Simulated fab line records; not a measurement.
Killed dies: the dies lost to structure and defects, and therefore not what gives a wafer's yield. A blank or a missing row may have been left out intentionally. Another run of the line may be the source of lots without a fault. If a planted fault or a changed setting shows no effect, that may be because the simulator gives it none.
8D (eight disciplines) problem report, filled in by code + flow sfq_line + the parts of the form that need people (team, actions taken, sign-off) are left out

1. PROBLEM STATEMENT
Wafers free of any fault read 0 nm (standard deviation 5.4) for M7_OVL at SFQ_M7_OVL_MEAS_945, against a mean of 118 nm on 9 wafers of 3 lots. Relative to the usual mean, that is a shift of +22 standard deviations.
The first sign was on wafer L422.3 at day 85 10:20, on overlay-02. At this step, 45 wafers from 15 lots have a number in the record. Rule for "out", or "out of limits": more than 4 standard deviations from the usual mean. Any other wafer with a number is counted as sound.

2. WHAT IT IS, AND WHAT IT ISN'T
| question                    | is                     | is not                                                                    |
|-----------------------------|------------------------|---------------------------------------------------------------------------|
| which readings at this step | M7_OVL                 | -                                                                         |
| which lots                  | L422, L423, L424       | L407, L408, L409, L410, L411, L412, L413, L415, L416, L419, L429, L430    |
| which wafers of those lots  | all that have a number | -                                                                         |
| read on which gauges        | overlay-01, overlay-02 | -                                                                         |
| when                        | from day 85 10:20      | up to then (30 sound wafers); but 6 sound wafers of L429, L430 came after |

3. SUSPECTS, AND WHAT RULES EACH OUT
Counting: a tool at a process step up to the reading stays a suspect if it ran every lot that is out and no sound lot after the first of them.
- the gauge at SFQ_M7_OVL_MEAS_945 has been ruled out. Those wafers that are out were read across 2 gauges (overlay-01, overlay-02).
- krf_scanner-02 at SFQ_TRILAYER_M7_LITHO_EXPOSE_178 (exposes mask M7, target cd 500 nm): kept. All lots that are out passed through it, beginning with L422 at day 85 09:13, and no sound lot followed; its final sound lot before that point was L409 at day 80 10:30.
Left after counting: krf_scanner-02 at SFQ_TRILAYER_M7_LITHO_EXPOSE_178.

4. THE CAUSE (what the simulator had put in)
Scanner matching overlay: krf_scanner-02, from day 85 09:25 on, at SFQ_TRILAYER_M7_LITHO_EXPOSE_178. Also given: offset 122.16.
After counting, this tool was the only one left.

5. THE CHAIN OF EFFECTS, in route order
Rows list readings where the struck wafers' mean (over those with a number) sits beyond 3 standard deviations from the usual. Readings are gone through only where the record gives a usual standard deviation; hours: the median, over the lots, of the time from a lot's start at the first step in this table giving one to that lot's start at this step; sigmas: the change measured in usual standard deviations.
| hours | step                | reading | usual | on struck wafers | change | sigmas |
|-------|---------------------|---------|-------|------------------|--------|--------|
| 0     | SFQ_M7_OVL_MEAS_945 | M7_OVL  | 0 nm  | 118              | +118   | +22    |

6. HOW IT WOULD HAVE BEEN CAUGHT EARLIER
In this record the first reading out of limits at a measuring or inspecting step was taken at day 85 10:20, 1 hour after the fault began at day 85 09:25.
Tool readings at SFQ_TRILAYER_M7_LITHO_EXPOSE_178 with a usual standard deviation given in the record: none out on any struck wafer, hence no alarm at a limit of 4 standard deviations on them.
L424, from the lots that are out (3), started SFQ_TRILAYER_M7_LITHO_EXPOSE_178 on krf_scanner-02 later than day 85 10:20. Putting the tool on hold at that point would have spared it.
